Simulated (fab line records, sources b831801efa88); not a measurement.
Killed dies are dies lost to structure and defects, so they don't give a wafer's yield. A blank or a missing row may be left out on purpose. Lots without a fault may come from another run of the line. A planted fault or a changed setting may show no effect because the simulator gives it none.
Problem report in the 8D (eight disciplines) form, filled by code | flow gf180mcu | the parts of the form that need people (team, actions taken, sign-off) are left out

1. THE PROBLEM
NSD_RS at GF_PSD_RS_MEAS_14 reads a mean of 44.13 ohm/sq on 6 wafers of 2 lots; wafers without a fault read 46.20 ohm/sq with a standard deviation of 0.086. That is -24 standard deviations from the usual mean.
The step: measures by four-point-probe.
First seen on wafer L750.1, day 19 13:38, on film_metro-01. The record holds 36 wafers of 12 lots with a number at this step. Rule for "out", or "out of limits": more than 4 standard deviations from the usual mean. The other wafers with a number count as sound.

2. WHAT IT IS AND WHAT IT IS NOT
question                    | is                     | is not
which readings at this step | NSD_RS                 | -
which lots                  | L750, L751             | L735, L736, L738, L739, L740, L741, L742, L744, L745, L749
which wafers of those lots  | all that have a number | -
read on which gauges        | film_metro-01          | film_metro-02, film_metro-03
when                        | from day 19 13:38      | up to then (30 sound wafers)

3. SUSPECTS, AND WHAT RULES EACH OUT
Counting: a tool at a process step up to the reading stays a suspect if it ran every lot that is out and no sound lot after the first of them.
- the gauge at GF_PSD_RS_MEAS_14: ruled out. All the wafers that are out were read on film_metro-01, but those of them that GF_PSD_RTA_13 has rows for are out there too, on other tools.
- rtp_anneal-01 at GF_PSD_RTA_13 (time 20 s): kept. It ran every lot that is out, first L750 (day 19 13:33), and no sound lot after that; its last sound lot up to then is L745 (day 17 20:03). Its own readings are out on those wafers: run_length_s.
Left after counting: rtp_anneal-01 at GF_PSD_RTA_13.

4. THE CAUSE (what the simulator had put in)
Process parameter drift: rtp_anneal-01, from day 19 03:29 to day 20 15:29, at GF_PSD_RTA_13. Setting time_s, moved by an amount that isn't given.
Counting left only this tool.

5. THE CHAIN OF EFFECTS, in route order
Each row: a reading whose mean over the struck wafers that have a number lies more than 3 standard deviations from the usual. Only readings for which the record gives a usual standard deviation are gone through. hours: the time from each lot's start at the first step in this table that gives one to its start at this step, as a median over the lots. sigmas: the change in usual standard deviations.
hours | step              | reading      | usual         | on struck wafers | change | sigmas
0     | GF_PSD_RTA_13     | run_length_s | 48.58 s       | 58.93            | +10.35 | +36
0     | GF_PSD_RS_MEAS_14 | NSD_RS       | 46.20 ohm/sq  | 44.13            | -2.07  | -24
0     | GF_PSD_RS_MEAS_15 | PSD_RS       | 108.77 ohm/sq | 104.50           | -4.27  | -16
The process steps in it:
- GF_PSD_RTA_13: time 20 s.
Later measuring or inspecting steps at which every struck wafer that the step has a row for has a number for every such reading, and none has moved that far: GF_CONTACT_THK_MEAS_03.

6. WHAT WOULD HAVE CAUGHT IT SOONER
In this record the first reading out of limits at a measuring or inspecting step was taken at day 19 13:38, 10 hours after the fault began at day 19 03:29.
The tool's own readings at GF_PSD_RTA_13 were out on every struck wafer that the step has a row for (run_length_s): an alarm limit on them would have fired on the first of those.
Of the lots that are out (2), L751 began GF_PSD_RTA_13 on rtp_anneal-01 after day 19 13:38. A hold on the tool at that time would have spared it.
